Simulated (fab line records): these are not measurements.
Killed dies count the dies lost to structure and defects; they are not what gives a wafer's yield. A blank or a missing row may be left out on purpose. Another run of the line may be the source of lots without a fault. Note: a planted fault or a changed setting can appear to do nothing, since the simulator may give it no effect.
Split-lot experiment || flow gf180mcu || route with 602 steps; 5 lots, 23 wafers read

== SPLIT DETAILS ==
At GF_TOP_METAL_DEVELOP_13 (develop time 60 s), the setting develop time s was moved away from the recipe's 60 s on 11 of the 23 wafers read, by -4.8% to +11.4%. For the rest of the wafers, this setting stayed at what the recipe calls for.

The file shows no step between the split and the reading.

== THE READING ==
cd nm at GF_TOP_METAL_CD_MEAS_14, given in nm (cd target 440 nm). Typical for fault-free wafers on this fab line: 441.3 nm, with standard deviation 2.1 nm.

{"wafer": "L076.1", "tool, chamber at the split": "litho track-03, 0", "develop time s as run, s": 66.75, "against the recipe": "+11.3%", "cd nm, nm": 431.1, "against lot-mates on the recipe": -10.0}
{"wafer": "L076.3", "tool, chamber at the split": "litho track-03, 0", "develop time s as run, s": 60, "against the recipe": "recipe", "cd nm, nm": 440.6, "against lot-mates on the recipe": "-"}
{"wafer": "L076.4", "tool, chamber at the split": "litho track-03, 0", "develop time s as run, s": 66.75, "against the recipe": "+11.3%", "cd nm, nm": 434.1, "against lot-mates on the recipe": -7.0}
{"wafer": "L076.5", "tool, chamber at the split": "litho track-03, 0", "develop time s as run, s": 60, "against the recipe": "recipe", "cd nm, nm": 441.7, "against lot-mates on the recipe": "-"}
{"wafer": "L076.6", "tool, chamber at the split": "litho track-03, 0", "develop time s as run, s": 66.75, "against the recipe": "+11.3%", "cd nm, nm": 430.3, "against lot-mates on the recipe": -10.8}
{"wafer": "L077.1", "tool, chamber at the split": "litho track-03, 0", "develop time s as run, s": 66.6, "against the recipe": "+11.0%", "cd nm, nm": 435.0, "against lot-mates on the recipe": -11.1}
{"wafer": "L077.3", "tool, chamber at the split": "litho track-03, 0", "develop time s as run, s": 60, "against the recipe": "recipe", "cd nm, nm": 446.1, "against lot-mates on the recipe": "-"}
{"wafer": "L077.4", "tool, chamber at the split": "litho track-03, 0", "develop time s as run, s": 60, "against the recipe": "recipe", "cd nm, nm": 446.4, "against lot-mates on the recipe": "-"}
{"wafer": "L077.5", "tool, chamber at the split": "litho track-03, 0", "develop time s as run, s": 66.6, "against the recipe": "+11.0%", "cd nm, nm": 434.5, "against lot-mates on the recipe": -11.6}
{"wafer": "L077.6", "tool, chamber at the split": "litho track-03, 0", "develop time s as run, s": 60, "against the recipe": "recipe", "cd nm, nm": 445.8, "against lot-mates on the recipe": "-"}
{"wafer": "L079.1", "tool, chamber at the split": "litho track-04, 0", "develop time s as run, s": 60, "against the recipe": "recipe", "cd nm, nm": 440.4, "against lot-mates on the recipe": "-"}
{"wafer": "L079.2", "tool, chamber at the split": "litho track-04, 0", "develop time s as run, s": 60, "against the recipe": "recipe", "cd nm, nm": 439.4, "against lot-mates on the recipe": "-"}
{"wafer": "L079.3", "tool, chamber at the split": "litho track-04, 0", "develop time s as run, s": 66.86, "against the recipe": "+11.4%", "cd nm, nm": 426.8, "against lot-mates on the recipe": -13.1}
{"wafer": "L079.4", "tool, chamber at the split": "litho track-04, 0", "develop time s as run, s": 66.86, "against the recipe": "+11.4%", "cd nm, nm": 429.2, "against lot-mates on the recipe": -10.7}
{"wafer": "L079.5", "tool, chamber at the split": "litho track-04, 0", "develop time s as run, s": 66.86, "against the recipe": "+11.4%", "cd nm, nm": 427.4, "against lot-mates on the recipe": -12.5}
{"wafer": "L080.1", "tool, chamber at the split": "litho track-04, 0", "develop time s as run, s": 60, "against the recipe": "recipe", "cd nm, nm": 443.6, "against lot-mates on the recipe": "-"}
{"wafer": "L080.2", "tool, chamber at the split": "litho track-04, 0", "develop time s as run, s": 57.14, "against the recipe": "-4.8%", "cd nm, nm": 446.1, "against lot-mates on the recipe": "+4.1"}
{"wafer": "L080.4", "tool, chamber at the split": "litho track-04, 0", "develop time s as run, s": 60, "against the recipe": "recipe", "cd nm, nm": 440.5, "against lot-mates on the recipe": "-"}
{"wafer": "L080.5", "tool, chamber at the split": "litho track-04, 0", "develop time s as run, s": 57.14, "against the recipe": "-4.8%", "cd nm, nm": 445.7, "against lot-mates on the recipe": "+3.6"}
{"wafer": "L080.6", "tool, chamber at the split": "litho track-04, 0", "develop time s as run, s": 57.14, "against the recipe": "-4.8%", "cd nm, nm": 446.3, "against lot-mates on the recipe": "+4.2"}
{"wafer": "L082.2", "tool, chamber at the split": "litho track-03, 0", "develop time s as run, s": 60, "against the recipe": "recipe", "cd nm, nm": 442.2, "against lot-mates on the recipe": "-"}
{"wafer": "L082.5", "tool, chamber at the split": "litho track-03, 0", "develop time s as run, s": 60, "against the recipe": "recipe", "cd nm, nm": 442.2, "against lot-mates on the recipe": "-"}
{"wafer": "L082.6", "tool, chamber at the split": "litho track-03, 0", "develop time s as run, s": 60, "against the recipe": "recipe", "cd nm, nm": 441.2, "against lot-mates on the recipe": "-"}

THE FIT
A straight line over all 23 wafers: cd nm changes by -0.983 nm for each +1% of develop time s; r = -0.93; the points scatter about the line by 2.5 nm.
The same after taking each lot's own level away (the mean of its wafers on the recipe; 23 wafers): -0.948 nm for each +1%; r = -0.98; scatter 1.2 nm.
On that fit, the largest move of develop time s shifts the reading by 11 nm.
Measured against the standard deviation above, the lots' own levels, which go from 439.90 to 446.10 nm, span 3.0 times it.
The two slopes agree, so the slope changes little with the lot-to-lot level.
Check: -10.7 nm against its lot-mates is what the line predicts for one of the wafers moved furthest among these (+11.4%) when that wafer is left out of the fit. It came out at -13.1 nm against them.

== OTHER SPLITS ON THESE WAFERS ==
Note: prior to the reading, these wafers also went through further splits. Each is held against what the fit with the lots' levels taken away leaves over:
{"other split on the same wafers": "GF_MIM_SPUTTER_08 time s", "wafers away from the commonest value": 9, "r with cd nm (lot level and that fit taken away)": "+0.14"}
{"other split on the same wafers": "GF_MIM_METAL_ETCH_19 bias w", "wafers away from the commonest value": 10, "r with cd nm (lot level and that fit taken away)": "+0.14"}
{"other split on the same wafers": "GF_V5_EXPOSE_11 dose mj", "wafers away from the commonest value": 7, "r with cd nm (lot level and that fit taken away)": -0.23}
{"other split on the same wafers": "GF_V5_SPUTTER_21 chamber pressure pa", "wafers away from the commonest value": 10, "r with cd nm (lot level and that fit taken away)": "+0.28"}
{"other split on the same wafers": "GF_TOP_METAL_SPUTTER_03 time s", "wafers away from the commonest value": 8, "r with cd nm (lot level and that fit taken away)": "+0.03"}

== FILE'S OWN FIT ==
cd nm changes by -0.964 nm for each +1% of develop time s, r = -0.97.
